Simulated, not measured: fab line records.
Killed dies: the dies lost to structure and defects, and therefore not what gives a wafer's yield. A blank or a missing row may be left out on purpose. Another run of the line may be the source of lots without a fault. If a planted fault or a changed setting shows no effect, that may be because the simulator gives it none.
Chamber matching | flow gf180mcu | GF_V2_CVD_02 on pecvd-01: 3 sister chambers
The step deposits SiO2 from TEOS, target thk 850 nm, time 94.851 s. 3 wafers are shown with their chamber, then 12 later ones without.

## EACH WAFER AND ITS CHAMBER
wafer  | chamber | heater-power-w (W)
L086.4 | 1       | 694
L087.2 | 0       | 735
L087.4 | 2       | 868

## WAFERS WITHOUT THEIR CHAMBER
wafer  | heater-power-w (W)
L089.1 | 843
L089.4 | 717
L089.6 | 768
L091.1 | 837
L091.4 | 883
L091.5 | 683
L093.2 | 619
L093.4 | 694
L093.5 | 778
L097.4 | 782
L097.5 | 700
L097.6 | 744

## WHICH CHAMBER EACH WENT THROUGH
wafer  | from the rows above          | in truth
L089.1 | 2                            | 2
L089.4 | can't be placed: 0 or 1      | 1
L089.6 | can't be placed: 0 or 1      | 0
L091.1 | 2                            | 2
L091.4 | 2                            | 2
L091.5 | can't be placed: 1 or 0      | 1
L093.2 | can't be placed: 1 or 0      | 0
L093.4 | can't be placed: 1 or 0      | 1
L093.5 | can't be placed: 0 or 1 or 2 | 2
L097.4 | can't be placed: 0 or 2 or 1 | 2
L097.5 | can't be placed: 1 or 0      | 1
L097.6 | can't be placed: 0 or 1      | 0
Correctly placed: 3 of 12. Unplaceable from these rows: 9, with the true chamber sitting among the candidates in 9. 0 placed wrongly.
How it was worked out, from the rows above alone: a wafer's distance from a chamber is the root of the sum, over the readings, of the square of ((its reading less the chamber's mean) divided by the reading's scatter). If the next closest chamber is less than 2 further off than the closest, the wafer can't be placed; otherwise it belongs to the closest. The mean given for a chamber averages the wafers shown for that chamber. The scatter: root of mean squared gap, hidden wafer to nearest shown wafer, with one shown wafer a chamber.
